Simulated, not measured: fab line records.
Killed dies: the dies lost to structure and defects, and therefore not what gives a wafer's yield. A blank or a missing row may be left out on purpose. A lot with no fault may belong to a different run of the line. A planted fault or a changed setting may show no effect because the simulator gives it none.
Chamber matching -- flow sky130 -- SKY_VIA3_CMP_02 on cmp-01: 4 sister chambers
The step polishes SiO2. 8 wafers are shown with their chamber, then 8 later ones without.

EACH WAFER AND ITS CHAMBER
wafer,chamber,motor current A (A),head pressure psi (psi)
L836.3,3,13.9,4.012
L840.2,0,13.8,4.002
L840.5,0,14.4,4.011
L840.6,1,13.9,4.003
L841.3,2,11.2,4.000
L841.5,2,11.2,3.988
L841.6,3,13.3,3.981
L842.2,1,14.0,4.001

WAFERS WHOSE CHAMBER IS MISSING
wafer,motor current A (A),head pressure psi (psi)
L842.5,14.1,3.995
L842.6,14.5,4.003
L847.1,13.4,4.013
L847.2,10.8,3.996
L847.4,14.3,3.995
L855.4,13.7,4.004
L855.5,13.5,4.005
L855.6,13.3,3.995

WHICH CHAMBER EACH ONE RAN IN
wafer,from the rows above,in truth
L842.5,can't be placed: 1 or 0 or 3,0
L842.6,can't be placed: 0 or 1 or 3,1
L847.1,can't be placed: 3 or 1 or 0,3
L847.2,2,2
L847.4,can't be placed: 0 or 1 or 3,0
L855.4,can't be placed: 3 or 1 or 0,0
L855.5,can't be placed: 3 or 1 or 0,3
L855.6,can't be placed: 3 or 1 or 0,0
Correct placement for 1 of the 8. Unplaceable from these rows: 7, with the true chamber sitting among the candidates in 7. 0 placed wrongly.
How it was worked out, from the rows above alone: a wafer's distance from a chamber is the root of the sum, over the readings, of the square of ((its reading less the chamber's mean) divided by the reading's scatter). If the next closest chamber is less than 2 further off than the closest, the wafer can't be placed; otherwise it belongs to the closest. A chamber's mean is the mean of its shown wafers. How the scatter is found: for the shown wafers, subtract from each reading the mean of its chamber, square and add these, divide the total by (wafers less chambers), then take the root.
